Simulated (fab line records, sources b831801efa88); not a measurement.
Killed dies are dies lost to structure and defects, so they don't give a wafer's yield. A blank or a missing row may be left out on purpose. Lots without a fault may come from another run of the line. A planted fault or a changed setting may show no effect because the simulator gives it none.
One fault seen from 2 desks | flow gf180mcu | each desk has only its own numbers; what lay behind them comes last

THE METROLOGY DESK
What the gauges read, lot by lot, whatever tool the lot ran on: means of the sampled wafers that have a number. A lot is out of limits, marked OUT, if its mean lies more than 4 standard deviations from the usual mean; the brackets give that distance.
Columns: A = VT_IMPLANT_03_OVL at GF_VT_IMPLANT_OVL_MEAS_40, usual -1.1 nm; B = DUAL_GATE_OXIDATION_00_THK at GF_DUAL_GATE_THK_MEAS_03, usual 10.95 nm; C = POLY_GATE_OVL at GF_POLY_GATE_OVL_MEAS_11, usual 1 nm; D = cd_nm at GF_POLY_GATE_CD_MEAS_18, usual 279.4 nm
lot  | first seen here | A    | B     | C  | D
L990 | day 7 18:10     | 0.0  | 10.89 | -4 | 280.9
L992 | day 8 05:41     | -2.9 | 10.86 | 0  | 281.4
L993 | day 8 13:26     | -1.2 | 11.05 | 2  | 280.3
L994 | day 8 19:27     | -1.4 | 10.95 | 2  | 279.7
L997 | day 9 16:06     | 0.3  | 10.97 | 1  | 277.0
L998 | day 9 22:23     | -0.0 | 10.96 | 4  | 278.3
L999 | day 10 07:48    | -1.8 | 10.87 | -6 | 281.0
L102 | day 10 23:55    | -2.8 | 11.34 | -2 | 278.5
L103 | day 11 07:20    | -2.4 | 11.08 | -3 | 282.8
L104 | day 11 19:05    | 0.3  | 11.21 | 0  | 286.2
L109 | day 13 06:09    | -0.3 | 11.03 | -6 | 281.4
L111 | day 13 21:03    | -0.5 | 10.79 | 1  | 280.3
L113 | day 14 09:30    | -0.5 | 10.80 | 5  | 279.8
This desk's finding: nothing out of limits on any of the 13 lots.

THE TOOL OWNER'S DESK: rie_diel-04
The tool's own readings at GF_POLY_GATE_ETCH_12 (etches BARC in N2/H2): means of the sampled wafers that have a number, for each lot that ran on this tool. A lot is out of limits, marked OUT, if its mean lies more than 4 standard deviations from the usual mean; the brackets give that distance.
Columns: A = drypump_motor_current_A at GF_POLY_GATE_ETCH_12, usual 5.6 A; B = oes_product_au at GF_POLY_GATE_ETCH_12, usual 0.736 a.u.; C = rf_fwd_power_W at GF_POLY_GATE_ETCH_12, usual 495.9 W; D = throttle_valve_pct at GF_POLY_GATE_ETCH_12, usual 13.214 %
lot  | first seen here | A   | B     | C                       | D
L993 | day 10 08:04    | 5.5 | 0.737 | 495.3                   | 13.207
L997 | day 11 20:47    | 5.9 | 0.737 | 494.5                   | 13.215
L999 | day 12 05:25    | 5.9 | 0.737 | 494.2                   | 13.220
L103 | day 13 04:48    | 5.6 | 0.733 | 294.1 (-99 or more) OUT | 13.211
L104 | day 13 18:01    | 5.9 | 0.741 | 296.6 (-99 or more) OUT | 13.212
This desk's finding: out of limits on L103, L104; first on L103, day 13 04:48 (rf_fwd_power_W at GF_POLY_GATE_ETCH_12). In limits: L993, L997, L999.

PUT TOGETHER
The tool owner's desk could have raised an alarm at day 13 04:48, on L103, L104.
The metrology desk saw nothing out of limits.
The metrology desk has L103, L104 on record, within its limits.
Of the lots named, all ran GF_POLY_GATE_ETCH_12 on rie_diel-04.

WHAT THE SIMULATOR HAD PUT IN
Process parameter drift: rie_diel-04, from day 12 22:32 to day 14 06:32, at GF_POLY_GATE_ETCH_12. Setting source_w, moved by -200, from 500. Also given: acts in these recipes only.
Lots struck among those shown: L103, L104.
Hours from the fault's start to each desk's first reading out of limits: the tool owner's desk, 6.
